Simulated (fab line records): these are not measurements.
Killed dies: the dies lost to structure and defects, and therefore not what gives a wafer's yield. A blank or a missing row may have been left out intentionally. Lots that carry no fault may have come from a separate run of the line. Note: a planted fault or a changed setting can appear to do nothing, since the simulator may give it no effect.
2 desks looking at one fault -- flow gf180mcu -- what lay behind the numbers comes last; until then each desk has only its own

## TOOL OWNER'S DESK, iline_stepper-02
The tool's own readings at GF_TOP_METAL_EXPOSE_11 (exposes mask MetalTop, target cd 440 nm): means of the sampled wafers that have a number, for each lot that ran on this tool. Any lot whose mean is over 4 standard deviations away from the usual mean is out of limits and marked OUT; that distance is given in the brackets.
Columns: A = exposure_dose_mJ_cm2 at GF_TOP_METAL_EXPOSE_11, usual 168.13
lot,first seen here,A
L146,day 29 08:14,168.11
L147,day 29 21:35,168.15
L150,day 30 20:47,167.93
L153,day 31 07:00,168.02
L154,day 31 13:52,168.01
L159,day 32 23:50,156.85 (-66) OUT
L165,day 34 10:16,159.15 (-53) OUT
Finding of this desk: L159, L165 out of limits; the first was L159 at day 32 23:50, on exposure_dose_mJ_cm2 at GF_TOP_METAL_EXPOSE_11. Within limits: L146, L147, L150, L153, L154.

## FROM THE METROLOGY DESK
What the gauges read for every lot (on any tool): the sampled wafers with a number, averaged. Any lot whose mean is over 4 standard deviations away from the usual mean is out of limits and marked OUT; that distance is given in the brackets.
Columns: A = M5_OVL at GF_M5_OVL_MEAS_08, usual -2 nm; B = TOP_METAL_ALCU_THK at GF_TOP_METAL_THK_MEAS_06, usual 916 nm; C = cd_nm at GF_TOP_METAL_CD_MEAS_14, usual 440.4 nm
lot,first seen here,A,B,C
L144,day 27 11:26,-5,902,437.7
L146,day 27 23:04,-4,927,441.1
L147,day 28 12:59,-8,906,439.4
L148,day 28 22:14,-1,950,437.3
L150,day 29 12:37,-5,913,442.3
L153,day 30 00:04,-5,910,437.8
L154,day 30 06:49,1,917,442.2
L156,day 30 19:37,-5,914,441.9
L159,day 31 18:49,-4,911,459.7 (+7.4) OUT
L160,day 32 02:31,2,939,438.1
L165,day 33 06:58,-1,903,456.8 (+6.3) OUT
L166,day 33 11:41,4,904,443.4
Finding of this desk: L159, L165 out of limits; the first was L159 at day 33 07:48, on cd_nm at GF_TOP_METAL_CD_MEAS_14. Within limits: L144, L146, L147, L148, L150, L153, L154, L156, L160, L166.

## ALL TOGETHER
On L159, L165, at day 32 23:50, an alarm was possible from the tool owner's desk.
The metrology desk could have raised an alarm at day 33 07:48, on L159, L165.
The lots listed all ran GF_TOP_METAL_EXPOSE_11 on iline_stepper-02.

## WHAT THE SIMULATOR HAD PUT IN
Process parameter drift: iline_stepper-02, from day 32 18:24 on, at GF_TOP_METAL_EXPOSE_11. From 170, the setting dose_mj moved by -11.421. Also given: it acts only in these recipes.
Lots struck among those shown: L159, L165.
Delay (hours) between the fault's onset and each desk's first out-of-limits reading: 5 at the tool owner's desk, 13 at the metrology desk.
